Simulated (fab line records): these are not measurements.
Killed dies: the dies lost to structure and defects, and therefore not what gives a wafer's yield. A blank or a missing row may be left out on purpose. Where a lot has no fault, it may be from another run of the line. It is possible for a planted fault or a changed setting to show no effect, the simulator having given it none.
Split-lot experiment | flow sky130 | route with 708 steps; 5 lots, 23 wafers read

## THE SPLIT ITSELF
At SKY_LI_CONTACT_DEVELOP_11 (develop time 60 s), the setting dev_temp_c was moved away from the recipe's 21 C on 10 of the 23 wafers read, by -14.4% to +16.6%. For the rest of the wafers, this setting stayed at what the recipe calls for.

## BETWEEN THE SPLIT AND THE READING: the file shows 1 step in between
- SKY_LI_CONTACT_ETCH_14: etches BARC in N2/H2, stops on SiO2, time 45.9 s, target depth 60 nm

## THE READING
LI_CONTACT.cd_nm (the simulator's own value, which no gauge read), in nm, at SKY_LI_CONTACT_ETCH_15 (etches PSG in C4F8/O2/Ar, stops on Si, target depth 600 nm). The file does not state a usual value for it. Here, 13 wafers ran the recipe; their average is 170.2 nm with a standard deviation of 2.2 nm.

wafer  | tool, chamber at the split | dev_temp_c as run, C | against the recipe | LI_CONTACT.cd_nm, nm | against lot-mates on the recipe
L076.1 | litho_track-01, 0          | 21                   | recipe             | 169.4                | -
L076.2 | litho_track-01, 0          | 24.41                | +16.2%             | 172.5                | +3.1
L076.3 | litho_track-01, 0          | 24.41                | +16.2%             | 173.2                | +3.8
L076.5 | litho_track-01, 0          | 21                   | recipe             | 169.5                | -
L076.6 | litho_track-01, 0          | 24.41                | +16.2%             | 173.7                | +4.2
L077.2 | litho_track-03, 0          | 17.97                | -14.4%             | 166.9                | -2.8
L077.3 | litho_track-03, 0          | 21                   | recipe             | 169.5                | -
L077.4 | litho_track-03, 0          | 17.97                | -14.4%             | 165.9                | -3.8
L077.5 | litho_track-03, 0          | 21                   | recipe             | 169.8                | -
L077.6 | litho_track-03, 0          | 17.97                | -14.4%             | 165.8                | -3.8
L079.2 | litho_track-03, 0          | 18.24                | -13.1%             | 166.3                | -3.4
L079.3 | litho_track-03, 0          | 21                   | recipe             | 169.4                | -
L079.4 | litho_track-03, 0          | 18.24                | -13.1%             | 168.7                | -1.0
L079.5 | litho_track-03, 0          | 21                   | recipe             | 169.5                | -
L079.6 | litho_track-03, 0          | 21                   | recipe             | 170.2                | -
L081.2 | litho_track-02, 0          | 21                   | recipe             | 174                  | -
L081.4 | litho_track-02, 0          | 21                   | recipe             | 173.4                | -
L081.6 | litho_track-02, 0          | 21                   | recipe             | 174.7                | -
L085.1 | litho_track-01, 0          | 24.48                | +16.6%             | 169                  | +1.2
L085.2 | litho_track-01, 0          | 24.48                | +16.6%             | 170.4                | +2.6
L085.4 | litho_track-01, 0          | 21                   | recipe             | 167.6                | -
L085.5 | litho_track-01, 0          | 21                   | recipe             | 167.4                | -
L085.6 | litho_track-01, 0          | 21                   | recipe             | 168.4                | -

THE FIT
A straight line over all 23 wafers: LI_CONTACT.cd_nm changes by +0.163 nm for each +1% of dev_temp_c; r = +0.63; the points scatter about the line by 2.1 nm.
The same after taking each lot's own level away (the mean of its wafers on the recipe; 23 wafers): +0.195 nm for each +1%; r = +0.93; scatter 0.78 nm.
On that fit, the largest move of dev_temp_c shifts the reading by 3.2 nm.
Measured against the standard deviation above, the lots' own levels, which go from 167.80 to 174.03 nm, span 2.8 times it.
So the lot-to-lot level blurs the effect unless lot-mates are compared.
Check: with one of the wafers moved furthest among these (+16.6%) left out of the fit, the line predicts +3.49 nm for it against its lot-mates. Against them it came out at +1.2 nm.

## THE WHOLE CHAIN: every reading that the file lists as answering this split, in the file's order
step                   | what it does                                                         | reading                                                           | change (the file's fit)               | r (the file's)
SKY_LI_CONTACT_ETCH_14 | etches BARC in N2/H2, stops on SiO2, time 45.9 s, target depth 60 nm | LI_CONTACT.cd_nm (the simulator's own value, which no gauge read) | +0.186 nm for each +1% of the setting | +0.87
SKY_LI_CONTACT_ETCH_15 | etches PSG in C4F8/O2/Ar, stops on Si, target depth 600 nm           | LI_CONTACT.cd_nm (the simulator's own value, which no gauge read) | +0.184 nm for each +1% of the setting | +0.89

## FILE'S OWN FIT
LI_CONTACT.cd_nm changes by +0.184 nm for each +1% of dev_temp_c, r = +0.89.
